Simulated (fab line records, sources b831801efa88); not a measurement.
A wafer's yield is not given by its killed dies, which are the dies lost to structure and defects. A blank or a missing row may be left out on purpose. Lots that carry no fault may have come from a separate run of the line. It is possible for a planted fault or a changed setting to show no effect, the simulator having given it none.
fab line records	flow sfqLine
record: lots: 14	wafers: 42	lastDay: 90
route steps=325 shown JJ@191 I5@238 C5@249 M6@252
lots that met no fault: from a run of the same line without faults
startH: hours from the record's first day to the start of the lot's first wafer shown	waitH: hours since the lot's step before	" as in the row above	L1.1+2: a single row standing in for several wafers	- no value present, or no start provided	* or withheld: withheld	< > ~ a bound
route shown NAME@n: names a module that has steps shown in the file, with the first one's number in the route	usual: the fault-free wafers' mean and standard deviation	same: alike in all rows	chamber/n: place in a boat	sites: each site's reading	_std_site: how widely they spread, as a standard deviation	_edge_site: the outer-site mean with the inner-site mean subtracted	radiusMm: how far each site lies from the wafer's centre	mask NAME#n: copy n	behind: the most recent tool/chamber to have shaped the wafer	hold: why the lot was held/for how many hours/how that ended	device: whichever transistor did not switch (one of n, p or np)	end of line: at the end of the route, the tests of the same wafers	a step with no rows: only its recipe	killed: not the wafer's yield, but the dies lost to structure and defects at the first sort	map: a wafer's dies, marking killed ones x, the rest . and places with no die _
set.NAME: the run value of the setting; set.NAME@STEP: its run value at that earlier step	model.NAME: the simulator's own value behind a step, which no gauge read
one table for each step of the route and one row for each wafer, over a sample of lots
services: when a tool's chamber went out of use (startH, in hours from the record's first day, below 0 if earlier), for how many hours, and the reason
== steps ==
step: SFQ_JJ_OVL_MEAS_931
usual: J5_OVL: -4/6.9
lot.wafer	tool	chamber	startH	waitH	J5_OVL[nm]
L596.2	overlay-02	-	1185.41	0.1	-3
L596.3	"	-	"	"	-9
L596.4	"	-	"	"	-1
L597.3	overlay-01	-	1225.57	0.1	-7
L597.4	"	-	"	"	-1
L597.6	"	-	"	"	-6
L599.1	overlay-01	-	1227.96	0.1	-5
L599.5	"	-	"	"	-16
L599.6	"	-	"	"	-8
L600.2	overlay-01	-	1229.16	0.1	3
L600.4	"	-	"	"	12
L600.6	"	-	"	"	8
L601.2	overlay-01	-	1231.56	0.1	-8
L601.4	"	-	"	"	-10
L601.5	"	-	"	"	-11
L610.2	overlay-01	-	1371.45	0.1	-11
L610.5	"	-	"	"	-13
L610.6	"	-	"	"	-11
L611.1	overlay-02	-	1383.37	0.1	6
L611.4	"	-	"	"	10
L611.5	"	-	"	"	6
L612.4	overlay-02	-	1393.48	0.1	-8
L612.5	"	-	"	"	-15
L612.6	"	-	"	"	-11
L613.2	overlay-01	-	1401.13	0.1	-1
L613.4	"	-	"	"	-3
L613.6	"	-	"	"	-3
L614.1	overlay-02	-	1404.25	0.1	-1
L614.4	"	-	"	"	-2
L614.6	"	-	"	"	-2
L615.1	overlay-01	-	1412.09	0.1	-12
L615.4	"	-	"	"	-6
L615.5	"	-	"	"	-12
L616.1	overlay-02	-	1415.18	0.1	-6
L616.4	"	-	"	"	-7
L616.6	"	-	"	"	-3
L618.2	overlay-01	-	1424.94	0.1	3
L618.4	"	-	"	"	7
L618.5	"	-	"	"	4
L619.2	overlay-01	-	1428.54	0.1	2
L619.4	"	-	"	"	3
L619.5	"	-	"	"	1
step: SFQ_TRILAYER_I5_STRIP_STRIP_148
recipe: gas: O2	powerW: 200	platenTempC: 40	overashFraction: 0.65	chemistry: O2	pressureMtorr: 50
usual: drypumpMotorCurrentA: 5.6/0.58	oesProductAu: 1.002/0.0094
lot.wafer	tool	chamber	startH	waitH	drypumpMotorCurrentA	oesProductAu	rfHoursCounterH
L596.2	rieMetal-01	0	1534.01	-	5.1	0.995	-
L596.3	"	0	"	"	5.1	0.995	-
L596.4	"	0	"	"	5.1	0.986	-
L597.3	rieMetal-02	0	1568.46	-	5.0	1.010	-
L597.4	"	1	"	"	5.7	1.001	-
L597.6	"	1	"	"	5.7	1.010	-
L599.1	rieMetal-02	0	1571.86	-	5.0	1.019	39
L599.5	"	0	"	"	5.0	1.006	-
L599.6	"	1	"	"	5.7	1.014	-
L600.2	rieMetal-01	0	1574.26	-	5.1	1.002	30
L600.4	"	1	"	"	6.7	1.010	-
L600.6	"	1	"	"	6.7	0.996	-
L601.2	rieMetal-02	0	1575.46	-	5.0	1.010	39
L601.4	"	1	"	"	5.8	1.003	-
L601.5	"	1	"	"	5.8	1.007	-
L610.2	rieMetal-01	0	1605.58	-	5.1	0.991	33
L610.5	"	1	"	"	6.6	1.010	-
L610.6	"	0	"	"	5.1	0.999	-
L611.1	rieMetal-02	1	1611.58	-	5.7	1.008	11
L611.4	"	1	"	"	5.7	1.003	-
L611.5	"	0	"	"	5.0	0.994	-
L612.4	rieMetal-02	1	1617.78	-	5.7	0.988	-
L612.5	"	1	"	"	5.7	1.004	-
L612.6	"	0	"	"	5.0	1.000	-
L613.2	rieMetal-02	1	1623.58	-	5.7	0.992	13
L613.4	"	1	"	"	5.7	0.992	-
L613.6	"	1	"	"	5.7	1.000	-
L614.1	rieMetal-04	0	1625.98	-	5.7	1.024	8
L614.4	"	1	"	"	5.9	0.997	-
L614.6	"	1	"	"	5.8	1.007	-
L615.1	rieMetal-04	1	1629.58	-	5.9	0.998	56
L615.4	"	0	"	"	5.7	1.015	-
L615.5	"	1	"	"	5.9	1.001	-
L616.1	rieMetal-02	0	1631.98	-	5.0	1.002	45
L616.4	"	0	"	"	5.0	0.985	-
L616.6	"	0	"	"	5.0	0.993	-
L618.2	rieMetal-01	1	1636.78	-	6.6	1.017	12
L618.4	"	0	"	"	5.1	0.992	-
L618.5	"	0	"	"	5.1	0.996	-
L619.2	rieMetal-04	0	1642.78	-	5.7	1.018	9
L619.4	"	1	"	"	5.9	1.000	-
L619.5	"	0	"	"	5.7	1.018	-
step: SFQ_TRILAYER_C5_STRIP_STRIP_155
recipe: gas: O2	powerW: 200	platenTempC: 40	overashFraction: 0.65	chemistry: O2	pressureMtorr: 50
usual: drypumpMotorCurrentA: 5.4/0.49	oesProductAu: 1.000/0.008
lot.wafer	tool	chamber	startH	waitH	drypumpMotorCurrentA	oesProductAu	rfHoursCounterH
L596.2	rieMetal-01	1	1544.03	-	6.7	1.003	1
L596.3	"	0	"	"	5.1	0.995	-
L596.4	"	1	"	"	6.7	1.006	-
L597.3	rieMetal-03	0	1667.75	-	5.1	1.011	-
L597.4	"	1	"	"	5.3	0.986	-
L597.6	"	0	"	"	5.1	0.995	-
L599.1	rieMetal-02	0	1672.35	-	5.0	0.997	50
L599.5	"	0	"	"	5.0	0.986	-
L599.6	"	1	"	"	5.7	0.992	-
L600.2	rieMetal-02	0	1675.95	-	5.0	0.998	51
L600.4	"	0	"	"	5.0	0.987	-
L600.6	"	0	"	"	5.0	0.990	-
L601.2	rieMetal-03	1	1678.35	-	5.2	0.993	19
L601.4	"	1	"	"	5.2	0.991	-
L601.5	"	0	"	"	5.1	0.999	-
L610.2	rieMetal-03	1	1704.24	-	5.3	0.996	24
L610.5	"	0	"	"	5.1	1.018	-
L610.6	"	1	"	"	5.3	0.999	-
L611.1	rieMetal-01	0	1711.44	-	5.1	1.000	47
L611.4	"	1	"	"	6.6	0.995	-
L611.5	"	1	"	"	6.6	1.002	-
L612.4	rieMetal-03	0	1720.04	-	5.1	1.007	-
L612.5	"	1	"	"	5.3	0.999	-
L612.6	"	0	"	"	5.1	1.017	-
L613.2	rieMetal-02	1	1725.84	-	5.7	0.991	29
L613.4	"	0	"	"	5.0	0.993	-
L613.6	"	0	"	"	5.0	0.989	-
L614.1	rieMetal-01	0	1731.84	-	5.1	1.001	49
L614.4	"	1	"	"	6.7	0.999	-
L614.6	"	0	"	"	5.1	0.997	-
L615.1	rieMetal-03	1	1737.01	-	5.3	0.991	29
L615.4	"	1	"	"	5.3	0.990	-
L615.5	"	0	"	"	5.1	1.007	-
L616.1	rieMetal-02	1	1739.41	-	5.7	1.014	31
L616.4	"	1	"	"	5.7	0.995	-
L616.6	"	1	"	"	5.7	1.003	-
L618.2	rieMetal-02	1	1744.34	-	5.8	0.993	31
L618.4	"	0	"	"	5.0	1.009	-
L618.5	"	0	"	"	5.0	0.997	-
L619.2	rieMetal-03	1	1745.54	-	5.2	1.000	30
L619.4	"	1	"	"	5.2	1.001	-
L619.5	"	1	"	"	5.3	1.002	-
step: SFQ_TRILAYER_M6_DEP_SPUTTER_157
recipe: material: Nb	basePressurePa: 1.33e-06	chamberPressurePa: 0.1333	substrateTempC: 20	targetThkNm: 200	powerW: 2000	timeS: 133.3
usual: chamberPressurePa: 0.13331/0.00027	throttleValvePct: 30.4/0.98
lot.wafer	tool	chamber	startH	waitH	chamberPressurePa	throttleValvePct
L596.2	pvdSputter-05	-	1544.83	0.0	0.13273	30.2
L596.3	"	-	"	"	0.1332	30.2
L596.4	"	-	"	"	0.13325	30.0
L597.3	pvdSputter-06	-	1668.36	0.0	0.13346	29.0
L597.4	"	-	"	"	0.13368	32.0
L597.6	"	-	"	"	0.13363	30.4
L599.1	pvdSputter-03	-	1673.16	0.0	0.13356	31.1
L599.5	"	-	"	"	0.13363	28.9
L599.6	"	-	"	"	0.13354	28.5
L600.2	pvdSputter-05	-	1676.77	0.0	0.13339	30.3
L600.4	"	-	"	"	0.13322	30.3
L600.6	"	-	"	"	0.13352	29.8
L601.2	pvdSputter-06	-	1679.16	0.0	0.1335	31.5
L601.4	"	-	"	"	0.13346	32.0
L601.5	"	-	"	"	0.13346	31.7
L610.2	pvdSputter-03	-	1705.06	0.0	0.13314	28.9
L610.5	"	-	"	"	0.13346	28.8
L610.6	"	-	"	"	0.13308	31.0
L611.1	pvdSputter-05	-	1712.26	0.0	0.13264	31.2
L611.4	"	-	"	"	0.13302	30.5
L611.5	"	-	"	"	0.13346	30.0
L612.4	pvdSputter-05	-	1720.72	0.0	0.13347	31.5
L612.5	"	-	"	"	0.13369	29.9
L612.6	"	-	"	"	0.13359	30.3
L613.2	pvdSputter-05	-	1726.66	0.0	0.13305	29.7
L613.4	"	-	"	"	0.13304	30.4
L613.6	"	-	"	"	0.13355	31.4
L614.1	pvdSputter-06	-	1732.64	0.0	0.1337	30.4
L614.4	"	-	"	"	0.1331	31.9
L614.6	"	-	"	"	0.1337	29.9
L615.1	pvdSputter-03	-	1737.83	0.0	0.13384	28.6
L615.4	"	-	"	"	0.13342	29.2
L615.5	"	-	"	"	0.13305	29.1
L616.1	pvdSputter-06	-	1740.23	0.0	0.1333	32.1
L616.4	"	-	"	"	0.13252	30.0
L616.6	"	-	"	"	0.13341	32.2
L618.2	pvdSputter-03	-	1745.16	0.0	0.13343	29.8
L618.4	"	-	"	"	0.13354	31.0
L618.5	"	-	"	"	0.13323	29.5
L619.2	pvdSputter-06	-	1746.34	0.0	0.13337	31.3
L619.4	"	-	"	"	0.13344	32.1
L619.5	"	-	"	"	0.13376	29.1
step: SFQ_M6_RS_MEAS_938
recipe: thkMeasGauge: four-point-probe	reads: Nb_of_TRILAYER_M6_DEP_SPUTTER_157
usual: M6_NB_RS: 0.894/0.01
lot.wafer	tool	chamber	startH	waitH	hold	M6_NB_RS[ohm/sq]
L596.2	filmMetro-02	-	1544.94	0.1	-	0.881
L596.3	"	-	"	"	-	0.881
L596.4	"	-	"	"	-	0.885
L597.3	filmMetro-01	-	1668.49	0.1	-	0.916
L597.4	"	-	"	"	-	0.891
L597.6	"	-	"	"	-	0.903
L599.1	filmMetro-02	-	1673.25	0.0	-	0.896
L599.5	"	-	"	"	-	0.878
L599.6	"	-	"	"	-	0.884
L600.2	filmMetro-03	-	1676.89	0.1	-	0.914
L600.4	"	-	"	"	-	0.913
L600.6	"	-	"	"	-	0.915
L601.2	filmMetro-03	-	1679.27	0.1	-	0.895
L601.4	"	-	"	"	-	0.885
L601.5	"	-	"	"	-	0.896
L610.2	filmMetro-03	-	1705.17	0.1	-	0.871
L610.5	"	-	"	"	-	0.869
L610.6	"	-	"	"	-	0.886
L611.1	filmMetro-01	-	1712.35	0.0	-	0.895
L611.4	"	-	"	"	-	0.897
L611.5	"	-	"	"	-	0.885
L612.4	filmMetro-03	-	1720.83	0.1	awaitDispo/0.2h/release	1.860
L612.5	"	-	"	"	awaitDispo/0.2h/release	1.839
L612.6	"	-	"	"	awaitDispo/0.2h/release	0.893
L612.4	filmMetro-03	-	1721.11	0.3	-	1.863
L612.5	"	-	"	"	-	1.838
L612.6	"	-	"	"	-	0.894
L613.2	filmMetro-03	-	1726.77	0.1	awaitDispo/0.2h/release	0.885
L613.4	"	-	"	"	awaitDispo/0.2h/release	1.806
L613.6	"	-	"	"	awaitDispo/0.2h/release	0.896
L613.2	filmMetro-03	-	1727.05	0.3	-	0.886
L613.4	"	-	"	"	-	1.806
L613.6	"	-	"	"	-	0.894
L614.1	filmMetro-03	-	1732.73	0.0	-	0.892
L614.4	"	-	"	"	-	0.893
L614.6	"	-	"	"	-	0.901
L615.1	filmMetro-01	-	1737.93	0.0	-	0.887
L615.4	"	-	"	"	-	0.885
L615.5	"	-	"	"	-	0.894
L616.1	filmMetro-03	-	1740.33	0.0	-	0.889
L616.4	"	-	"	"	-	0.890
L616.6	"	-	"	"	-	0.886
L618.2	filmMetro-01	-	1745.27	0.1	-	0.894
L618.4	"	-	"	"	-	0.897
L618.5	"	-	"	"	-	0.897
L619.2	filmMetro-03	-	1746.45	0.1	-	0.910
L619.4	"	-	"	"	-	0.899
L619.5	"	-	"	"	-	0.921
step: SFQ_TRILAYER_M6_ETCH_METAL_ETCH_162
recipe: target: Nb	stopOn: SiO2	maskMaterial: PR	chemistry: Cl2/Ar	targetDepthNm: 240	icpW: 600	biasW: 80	pressureMtorr: 10	timeS: 120
usual: drypumpMotorCurrentA: 5.7/0.56	oesProductAu: 0.891/0.007
lot.wafer	tool	chamber	startH	waitH	drypumpMotorCurrentA	oesProductAu	rfHoursCounterH
L596.2	rieMetal-03	0	1548.80	0.0	5.1	0.897	22
L596.3	"	0	"	"	5.1	0.894	-
L596.4	"	1	"	"	5.2	0.897	-
L597.3	rieMetal-04	0	1672.54	0.1	5.7	0.883	-
L597.4	"	1	"	"	5.9	0.895	-
L597.6	"	1	"	"	5.9	0.895	-
L599.1	rieMetal-04	1	1679.25	0.0	5.9	0.884	63
L599.5	"	0	"	"	5.7	0.904	-
L599.6	"	1	"	"	5.8	0.892	-
L600.2	rieMetal-03	1	1682.85	0.0	5.2	0.881	20
L600.4	"	1	"	"	5.2	0.888	-
L600.6	"	0	"	"	5.1	0.883	-
L601.2	rieMetal-04	1	1686.64	0.0	5.9	0.891	64
L601.4	"	1	"	"	5.9	0.899	-
L601.5	"	1	"	"	5.9	0.897	-
L610.2	rieMetal-03	1	1799.48	0.0	5.3	0.910	41
L610.5	"	0	"	"	5.1	0.906	-
L610.6	"	1	"	"	5.2	0.894	-
L611.1	rieMetal-03	1	1808.99	0.0	5.2	0.891	42
L611.4	"	0	"	"	5.1	0.893	-
L611.5	"	1	"	"	5.2	0.897	-
L612.4	rieMetal-04	1	1817.43	0.1	5.9	0.624	-
L612.5	"	1	"	"	5.9	0.630	-
L612.6	"	0	"	"	5.7	0.890	-
L613.2	rieMetal-04	1	1820.99	0.0	5.8	0.894	86
L613.4	"	1	"	"	5.8	0.640	-
L613.6	"	1	"	"	5.8	0.891	-
L614.1	rieMetal-04	0	1824.59	0.0	5.7	0.898	37
L614.4	"	0	"	"	5.7	0.901	-
L614.6	"	1	"	"	5.8	0.889	-
L615.1	rieMetal-03	0	1830.59	0.0	5.1	0.900	64
L615.4	"	1	"	"	5.2	0.905	-
L615.5	"	1	"	"	5.2	0.886	-
L616.1	rieMetal-04	0	1831.79	0.0	5.7	0.893	39
L616.4	"	0	"	"	5.7	0.893	-
L616.6	"	0	"	"	5.7	0.906	-
L618.2	rieMetal-03	0	1838.71	0.0	5.1	0.892	65
L618.4	"	0	"	"	5.1	0.891	-
L618.5	"	0	"	"	5.1	0.886	-
L619.2	rieMetal-04	0	1839.91	0.0	5.7	0.887	40
L619.4	"	0	"	"	5.7	0.887	-
L619.5	"	0	"	"	5.7	0.874	-
== services ==
tool	chamber	startH	hours	kind
pvdSputter-05	-	1510.30	0.6	repair
rieMetal-04	0	1516.64	23.1	repair
rieMetal-01	1	1518.28	-	clean
rieMetal-01	1	1518.28	-	consumableReplace:focusRing
rieMetal-01	1	1518.28	19.0	scheduledDown
rieMetal-01	1	1518.28	19.0	ventCycle
rieMetal-03	-	1522.78	2.8	pm
rieMetal-04	0	1539.78	-	clean
rieMetal-04	0	1539.78	-	consumableReplace:focusRing
rieMetal-04	0	1539.78	18.3	scheduledDown
rieMetal-04	0	1539.78	18.3	ventCycle
rieMetal-04	1	1542.73	12.8	repair
pvdSputter-06	-	1648.24	2.5	repair
rieMetal-04	-	1698.29	0.4	repair
pvdSputter-05	2	1708.42	-	consumableReplace:kit
pvdSputter-05	2	1708.42	18.0	scheduledDown
pvdSputter-05	2	1708.42	18.0	ventCycle
rieMetal-04	0	1708.97	1.4	repair
rieMetal-01	1	1712.24	18.4	repair
rieMetal-01	0	1713.43	13.7	repair
pvdSputter-03	-	1759.31	4.9	repair
rieMetal-01	-	1794.11	2.8	pm
rieMetal-04	0	1796.63	2.1	repair
rieMetal-03	-	1809.94	2.5	repair
== key ==
firstSign: step: SFQ_M6_RS_MEAS_938	reading: visit	direction: added
effect: step: SFQ_M6_RS_MEAS_938	reading: M6_NB_RS	direction: up	sigmas: 94	usual: 0.894	struck: 1.835
effect: step: SFQ_TRILAYER_M6_ETCH_METAL_ETCH_162	reading: oesProductAu	direction: down	sigmas: 37	usual: 0.891	struck: 0.632
metAt SFQ_TRILAYER_M6_DEP_SPUTTER_157
struckLots L612,L613
struckWafers L612.4,L612.5,L613.4
notActingAt SFQ_JJ_OVL_MEAS_931,SFQ_TRILAYER_I5_STRIP_STRIP_148,SFQ_TRILAYER_C5_STRIP_STRIP_155
onsetBetween 1712.26 1720.72
fault: kind: processParameterDrift	tool: pvdSputter-05	chamber: -	onsetH: 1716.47	steps: SFQ_TRILAYER_M6_DEP_SPUTTER_157	channel: targetThkNm	offset: -100.07	shape: step	endH: 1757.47	scope: struckWafersOnly	actsIn: theseRecipesOnly	stated: 200
